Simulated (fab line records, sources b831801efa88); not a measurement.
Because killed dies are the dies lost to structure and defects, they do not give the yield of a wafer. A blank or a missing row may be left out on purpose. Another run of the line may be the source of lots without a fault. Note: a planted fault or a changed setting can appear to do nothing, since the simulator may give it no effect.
Split-lot trial    flow gf180mcu    route with 602 steps; 5 lots, 27 wafers read

## ON THE SPLIT
At GF_HV_LDD_DEVELOP_06 (develop time 60 s), the setting develop_time_s was moved away from the recipe's 60 s on 12 of the 27 wafers read, by -27.8% to +40.9%. For the rest of the wafers, this setting stayed at what the recipe calls for.

There is no step in the file separating the split from the reading.

## THE READING
cd_nm, in nm, at GF_HV_LDD_CD_MEAS_07 (target cd 400 nm). Fault-free wafers of this fab line usually give 400.0 nm, standard deviation 2.3 nm.

wafer   tool, chamber at the split  develop_time_s as run, s  against the recipe  cd_nm, nm  against lot-mates on the recipe
L074.1  litho_track-03, 0           60                        recipe              396.9      -
L074.2  litho_track-03, 0           60                        recipe              396.6      -
L074.3  litho_track-03, 0           84.54                     +40.9%              428.0      +32.2
L074.4  litho_track-03, 0           84.54                     +40.9%              428.1      +32.3
L074.5  litho_track-03, 0           60                        recipe              393.9      -
L074.6  litho_track-03, 0           84.54                     +40.9%              428.5      +32.7
L076.1  litho_track-03, 0           60                        recipe              402.3      -
L076.2  litho_track-03, 0           60                        recipe              402.6      -
L076.4  litho_track-03, 0           60                        recipe              402.5      -
L080.1  litho_track-04, 0           71.67                     +19.5%              418.7      +17.4
L080.2  litho_track-04, 0           60                        recipe              401.0      -
L080.3  litho_track-04, 0           71.67                     +19.5%              419.7      +18.4
L080.4  litho_track-04, 0           60                        recipe              400.6      -
L080.5  litho_track-04, 0           71.67                     +19.5%              418.6      +17.3
L080.6  litho_track-04, 0           60                        recipe              402.4      -
L083.1  litho_track-04, 0           43.31                     -27.8%              369.5      -32.0
L083.2  litho_track-04, 0           60                        recipe              400.6      -
L083.3  litho_track-04, 0           43.31                     -27.8%              369.5      -32.0
L083.4  litho_track-04, 0           60                        recipe              401.3      -
L083.5  litho_track-04, 0           60                        recipe              402.5      -
L083.6  litho_track-04, 0           43.31                     -27.8%              367.3      -34.2
L085.1  litho_track-03, 0           45.63                     -23.9%              373.0      -26.7
L085.2  litho_track-03, 0           60                        recipe              399.0      -
L085.3  litho_track-03, 0           45.63                     -23.9%              371.9      -27.8
L085.4  litho_track-03, 0           60                        recipe              399.1      -
L085.5  litho_track-03, 0           45.63                     -23.9%              372.7      -27.0
L085.6  litho_track-03, 0           60                        recipe              401.0      -

FIT RESULTS
A straight line over all 27 wafers: cd_nm changes by +0.903 nm for each +1% of develop_time_s; r = +0.97; the points scatter about the line by 4.2 nm.
The same after taking each lot's own level away (the mean of its wafers on the recipe; 27 wafers): +0.955 nm for each +1%; r = +0.99; scatter 2.9 nm.
That fit puts the effect of the largest move of develop_time_s on the reading at 39 nm.
Across the lots, their own levels run from 395.80 to 402.47 nm, a range of 2.9 times the standard deviation given above.
So the lot-to-lot level changes the slope little: the two slopes agree.
Check: for one of the wafers moved furthest among these (+40.9%), held out of the fit, the line's prediction against its lot-mates is +38.2 nm. It came out at +32.2 nm against them.

## THESE WAFERS: OTHER SPLITS
Before the reading, these wafers also passed through other splits. Each is held against what the fit with the lots' levels taken away leaves over:
other split on the same wafers       wafers away from the commonest value  r with cd_nm (lot level and that fit taken away)
GF_STI_CVD_03 time_s                 18                                    -0.33
GF_STI_ETCH_14 time_s                9                                     -0.39
GF_DUAL_GATE_OXIDATION_02 ox_time_s  21                                    -0.09

## FILE'S OWN FIT
cd_nm changes by +0.95 nm for each +1% of develop_time_s, r = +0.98.
